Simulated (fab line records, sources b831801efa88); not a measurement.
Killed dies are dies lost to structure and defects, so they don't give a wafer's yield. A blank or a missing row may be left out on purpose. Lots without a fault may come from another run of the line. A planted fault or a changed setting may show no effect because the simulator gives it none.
Which tool did it? | flow sky130 | 6 lots, 18 wafers sampled, at 1 step of a route of 708

WHAT THE GAUGES READ, wafer by wafer
SKY_GATE_OXIDE_OVL_MEAS_10.
lot  | measured     | on         | GATE_OXIDE_OVL (nm)
L667 | day 13 21:38 | overlay-01 | -0.3 -1.2 -0.1
L669 | day 15 00:02 | overlay-01 | -1.4 -1.1 -1.2
L671 | day 15 13:02 | overlay-02 | -1.9 -1.4 -1.1
L683 | day 19 21:20 | overlay-02 | -2.0 1.0 -0.6
L685 | day 20 15:11 | overlay-01 | 0.1 0.0 0.3
L688 | day 21 16:53 | overlay-01 | -2.3 -1.2 -0.7

WHICH TOOL RAN EACH LOT (tool, then ch and the chambers of the sampled wafers, then the start)
The record holds no process step before these readings.

THE ANSWER, worked out from the rows above alone
Rule: what is usual is taken from the lots themselves. Put in order of their means at a reading, lots are off if they are a third of the lots or fewer, leave a main group of 4 or more, and stand apart from it by a gap of 3 or more times the standard deviation of the main group's means; of several such gaps the widest counts. A main group whose means are all the same, to the digits that the tables above print for the reading, isn't used. A lot without any number at a reading at which 4 lots or more have one is off too. The other lots that the step has rows for count as sound.
No lot is off at any reading shown: from this, nothing can be told.

WHAT THE SIMULATOR HAD PUT IN
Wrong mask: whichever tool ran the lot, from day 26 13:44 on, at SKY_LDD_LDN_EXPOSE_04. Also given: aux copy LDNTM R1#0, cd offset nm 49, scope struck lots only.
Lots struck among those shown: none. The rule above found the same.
